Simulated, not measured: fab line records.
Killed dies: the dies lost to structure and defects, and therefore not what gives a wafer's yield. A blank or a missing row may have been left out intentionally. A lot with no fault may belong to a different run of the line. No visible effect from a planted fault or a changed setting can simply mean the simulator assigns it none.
One fault seen from 2 desks / flow gf180mcu / each desk holds nothing but its own numbers, with what lay behind them at the end

== FROM THE METROLOGY DESK ==
Lot by lot, what the gauges showed, no matter which tool ran the lot: averages of those sampled wafers that carry a number. Marked OUT: a lot whose mean sits more than 4 standard deviations from the usual mean, which makes it out of limits; the brackets give that distance.
Columns: A = CONTACT_W_RS at GF_CONTACT_RS_MEAS_25, usual 0.380 ohm/sq
lot=L781; first seen here=day 16 05:41; A=0.387
lot=L782; first seen here=day 16 16:11; A=0.378
lot=L783; first seen here=day 16 20:28; A=0.379
lot=L785; first seen here=day 17 15:02; A=0.385
lot=L789; first seen here=day 18 23:46; A=0.383
lot=L790; first seen here=day 19 09:35; A=0.385
lot=L791; first seen here=day 20 01:43; A=0.385
lot=L792; first seen here=day 20 05:43; A=0.371
lot=L793; first seen here=day 20 16:47; A=0.388
lot=L794; first seen here=day 20 22:30; A=0.377
lot=L799; first seen here=day 23 04:48; A=0.370
lot=L800; first seen here=day 23 13:11; A=0.377
lot=L803; first seen here=day 24 10:50; A=0.378
This desk's verdict: no lot among the 13 shows anything out of limits.

== AT THE TOOL OWNER'S DESK: cmp-01 ==
The tool's own readings at GF_CONTACT_CMP_04 (polishes SiO2): means of the sampled wafers that have a number, for each lot that ran on this tool. Marked OUT: a lot whose mean sits more than 4 standard deviations from the usual mean, which makes it out of limits; the brackets give that distance.
Columns: A = motor-current-A at GF_CONTACT_CMP_04, usual 11.4 A; B = time-to-endpoint-s at GF_CONTACT_CMP_04, usual 111 s
lot=L782; first seen here=day 15 17:04; A=10.8; B=108
lot=L783; first seen here=day 15 21:43; A=10.9; B=113
lot=L785; first seen here=day 16 15:13; A=10.9; B=110
lot=L791; first seen here=day 19 00:16; A=10.2; B=97
lot=L792; first seen here=day 19 04:38; A=10.1; B=101
lot=L794; first seen here=day 19 21:17; A=10.9; B=114
This desk's verdict: no lot among the 6 shows anything out of limits.

== TAKEN TOGETHER ==
At the metrology desk, nothing out of limits was observed.
The desk of the tool owner found nothing out of limits.

== WHAT WAS PUT IN BY THE SIMULATOR ==
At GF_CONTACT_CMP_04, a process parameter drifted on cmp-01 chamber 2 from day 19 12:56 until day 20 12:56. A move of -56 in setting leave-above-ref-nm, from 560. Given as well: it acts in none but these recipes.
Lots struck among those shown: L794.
